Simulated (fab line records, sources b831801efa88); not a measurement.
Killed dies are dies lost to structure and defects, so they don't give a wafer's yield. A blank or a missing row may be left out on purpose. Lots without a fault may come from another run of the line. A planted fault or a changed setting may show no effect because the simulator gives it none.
Which tool did it? | flow gf180mcu | 13 lots, 39 wafers sampled, at 4 steps of a route of 602

WHAT THE GAUGES READ, wafer by wafer
GF_M4_OVL_MEAS_15. Usual: M4_OVL -1 nm, standard deviation 6.2.
lot  | measured     | on         | M4_OVL (nm) | flag
L676 | day 23 08:13 | overlay-02 | 4 2 5       |
L678 | day 23 22:23 | overlay-01 | 5 5 -1      |
L679 | day 24 02:29 | overlay-01 | 1 1 2       |
L681 | day 25 01:14 | overlay-02 | 12 12 9     |
L684 | day 26 06:55 | overlay-02 | -3 -5 -8    |
L685 | day 26 12:12 | overlay-02 | 3 -6 1      |
L691 | day 28 12:05 | overlay-02 | -4 3 -1     |
L692 | day 28 20:10 | overlay-01 | -11 -7 -5   |
L693 | day 29 00:17 | overlay-02 | 9 5 6       |
L696 | day 29 18:08 | overlay-02 | -6 -3 -1    |
L697 | day 29 22:27 | overlay-02 | -8 -12 -12  |
L698 | day 30 03:44 | overlay-01 | 3 5 2       |
L699 | day 30 10:40 | overlay-02 | -10 -6 -8   |

GF_V5_BOW_MEAS_05. Usual: V5_BOW 133 um, standard deviation 7.8.
lot  | measured     | on            | V5_BOW (um) | flag
L676 | day 26 06:23 | film_metro-04 | 132 133 130 |
L678 | day 26 18:52 | film_metro-02 | 137 136 122 |
L679 | day 26 23:17 | film_metro-01 | 138 124 138 |
L681 | day 27 20:37 | film_metro-01 | 124 126 122 |
L684 | day 28 23:55 | film_metro-01 | 127 133 139 |
L685 | day 29 05:15 | film_metro-01 | 133 139 125 |
L691 | day 30 23:50 | film_metro-02 | 134 133 131 |
L692 | day 31 07:57 | film_metro-04 | 134 126 128 |
L693 | day 31 11:48 | film_metro-02 | 138 126 135 |
L696 | day 32 03:46 | film_metro-04 | 138 124 115 |
L697 | day 32 08:11 | film_metro-01 | 124 121 124 |
L698 | day 32 14:18 | film_metro-02 | 142 147 146 |
L699 | day 32 19:11 | film_metro-04 | 130 146 137 |

WHICH TOOL RAN EACH LOT (tool, then ch and the chambers of the sampled wafers, then the start)
lot  | GF_DUAL_GATE_CLEAN_01           | GF_M4_METAL_ETCH_16
L676 | wet_bench-04 ch 3, day 7 14:47  | rie_metal-03 ch 0,1, day 23 08:16
L678 | wet_bench-04 ch 2, day 7 23:17  | rie_metal-02 ch 0,1, day 23 22:26
L679 | wet_bench-04 ch 0, day 8 06:23  | rie_metal-04 ch 0,1, day 24 02:31
L681 | wet_bench-01 ch 3, day 8 21:14  | rie_metal-03 ch 0, day 25 01:16
L684 | wet_bench-04 ch 2, day 9 18:47  | rie_metal-02 ch 0,1, day 26 06:59
L685 | wet_bench-01 ch 1, day 10 02:37 | rie_metal-03 ch 0,1, day 26 12:16
L691 | wet_bench-03 ch 2, day 11 17:53 | rie_metal-03 ch 0,1, day 28 12:07
L692 | wet_bench-03 ch 2, day 12 03:20 | rie_metal-03 ch 0,1, day 28 20:12
L693 | wet_bench-03 ch 0, day 12 07:37 | rie_metal-02 ch 0,1, day 29 00:20
L696 | wet_bench-01 ch 2, day 13 05:37 | rie_metal-03 ch 0,1, day 29 18:10
L697 | wet_bench-04 ch 1, day 13 10:44 | rie_metal-03 ch 0,1, day 29 22:29
L698 | wet_bench-04 ch 1, day 13 16:54 | rie_metal-03 ch 0, day 30 03:47
L699 | wet_bench-03 ch 0, day 14 01:41 | rie_metal-03 ch 1, day 30 10:47
- GF_DUAL_GATE_CLEAN_01: cleans in dHF, time 20 s.
- GF_M4_METAL_ETCH_16: etches the open film in Cl2/BCl3, stops on SiO2, target depth 627.5 nm, time 104.6 s.

WHAT THE TOOLS THEMSELVES READ (means of the sampled wafers that have a number; where no wafer has one, the mark that the record gives instead)
GF_M4_METAL_ETCH_16. Usual: drypump_motor_current_A 5.8 A, standard deviation 0.38; oes_product_au 0.972 a.u., standard deviation 0.0061; rf_fwd_power_W 796.2 W, standard deviation 2.6; throttle_valve_pct 28.250 %, standard deviation 0.0094.
lot  | tool         | drypump_motor_current_A (A) | oes_product_au (a.u.) | rf_fwd_power_W (W) | throttle_valve_pct (%) | flag
L676 | rie_metal-03 | 5.5                         | 0.978                 | 796.2              | 28.248                 |
L678 | rie_metal-02 | 5.6                         | 0.975                 | 797.1              | 28.260                 |
L679 | rie_metal-04 | 6.1                         | 0.977                 | 795.8              | 28.248                 |
L681 | rie_metal-03 | 5.6                         | 0.966                 | 795.4              | 28.250                 |
L684 | rie_metal-02 | 5.6                         | 0.980                 | 796.3              | 28.251                 |
L685 | rie_metal-03 | 5.5                         | 0.969                 | 796.4              | 28.256                 |
L691 | rie_metal-03 | 5.6                         | 0.965                 | 793.6              | 28.261                 |
L692 | rie_metal-03 | 5.5                         | 0.974                 | 793.2              | 28.245                 |
L693 | rie_metal-02 | 5.6                         | 0.966                 | 796.3              | 28.248                 |
L696 | rie_metal-03 | 5.6                         | 0.969                 | 795.3              | 28.253                 |
L697 | rie_metal-03 | 5.5                         | 0.981                 | 794.1              | 28.245                 |
L698 | rie_metal-03 | 5.6                         | 0.970                 | 797.0              | 28.258                 |
L699 | rie_metal-03 | 5.4                         | 0.964                 | 796.1              | 28.252                 |

THE ANSWER, worked out from the rows above alone
Rule: a lot is off if the mean of its wafers that have a number lies more than 3 standard deviations from the usual mean. A lot without any number at a reading at which 4 lots or more have one is off too. The other lots that the step has rows for count as sound. The gauges are gone through in route order, then the tools' own readings, and for those a lot's mean is taken as printed above. The first step at which some lot is off is used, and at that step the reading that is off furthest; a lot without a number counts as furthest.
No lot is off at any reading shown: from this, nothing can be told.

WHAT THE SIMULATOR HAD PUT IN
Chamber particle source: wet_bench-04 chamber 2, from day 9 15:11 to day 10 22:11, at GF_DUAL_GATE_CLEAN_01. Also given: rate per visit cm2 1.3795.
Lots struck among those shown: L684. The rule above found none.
